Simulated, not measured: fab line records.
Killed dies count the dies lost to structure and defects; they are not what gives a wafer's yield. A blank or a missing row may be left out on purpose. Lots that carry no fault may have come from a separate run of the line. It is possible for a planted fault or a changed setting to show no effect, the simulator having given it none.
Which tool was responsible? / flow sfq_line / 7 lots, 21 wafers sampled, at 2 steps of a route of 325

WHAT THE GAUGES READ, wafer by wafer
SFQ_L0_RS_MEAS_901: the measuring method here is four-point-probe.
lot=L683; measured=day 1 22:35; on=film_metro-01; L0_MONX_KI_RS (ohm/sq)=44.4 44.2 43.9
lot=L685; measured=day 2 08:34; on=film_metro-03; L0_MONX_KI_RS (ohm/sq)=44.2 43.9 43.8
lot=L688; measured=day 2 23:35; on=film_metro-04; L0_MONX_KI_RS (ohm/sq)=43.8 44.0 44.0
lot=L690; measured=day 3 09:37; on=film_metro-01; L0_MONX_KI_RS (ohm/sq)=43.6 43.8 44.1
lot=L694; measured=day 4 05:36; on=film_metro-01; L0_MONX_KI_RS (ohm/sq)=44.2 44.0 44.1
lot=L696; measured=day 4 15:35; on=film_metro-04; L0_MONX_KI_RS (ohm/sq)=63.8 43.7 64.0
lot=L699; measured=day 5 06:34; on=film_metro-03; L0_MONX_KI_RS (ohm/sq)=43.8 43.8 44.2

WHICH TOOL RAN EACH LOT (tool, then ch and the chambers of the sampled wafers, then the start)
lot=L683; SFQ_TRILAYER_L0_DEP_SPUTTER_003=pvd_sputter-05, day 1 22:29
lot=L685; SFQ_TRILAYER_L0_DEP_SPUTTER_003=pvd_sputter-05, day 2 08:29
lot=L688; SFQ_TRILAYER_L0_DEP_SPUTTER_003=pvd_sputter-05, day 2 23:29
lot=L690; SFQ_TRILAYER_L0_DEP_SPUTTER_003=pvd_sputter-06, day 3 09:29
lot=L694; SFQ_TRILAYER_L0_DEP_SPUTTER_003=pvd_sputter-06, day 4 05:29
lot=L696; SFQ_TRILAYER_L0_DEP_SPUTTER_003=pvd_sputter-06, day 4 15:29
lot=L699; SFQ_TRILAYER_L0_DEP_SPUTTER_003=pvd_sputter-05, day 5 06:29
- SFQ_TRILAYER_L0_DEP_SPUTTER_003: material MoNx KI, target thk 40 nm, time 100 s.

THE ANSWER, worked out from the rows above alone
Rule: the usual values come from the lots themselves. Put in order of their means at a reading, lots are off if they are a third of the lots or fewer, leave a main group of 4 or more, and stand apart from it by a gap of 3 or more times the standard deviation of the main group's means; of several such gaps the widest counts. A main group whose means are all the same, to the digits that the tables above print for the reading, isn't used. Also off: a lot with no number at a reading for which 4 or more lots have one. All remaining lots with rows at the step are treated as sound.
Off: L696, seen at SFQ_L0_RS_MEAS_901 (L0_MONX_KI_RS). Main group: mean 44.0 ohm/sq, sd 0.11.
A tool fits if, at a process step before that reading, it ran every lot that is off, and no sound lot after the first of them. Those tools and the gauges at SFQ_L0_RS_MEAS_901 are tried in the same way. Can't be told from this: 2 tools fit, pvd_sputter-06 at SFQ_TRILAYER_L0_DEP_SPUTTER_003, film_metro-04 at SFQ_L0_RS_MEAS_901.

WHAT THE SIMULATOR HAD INSERTED
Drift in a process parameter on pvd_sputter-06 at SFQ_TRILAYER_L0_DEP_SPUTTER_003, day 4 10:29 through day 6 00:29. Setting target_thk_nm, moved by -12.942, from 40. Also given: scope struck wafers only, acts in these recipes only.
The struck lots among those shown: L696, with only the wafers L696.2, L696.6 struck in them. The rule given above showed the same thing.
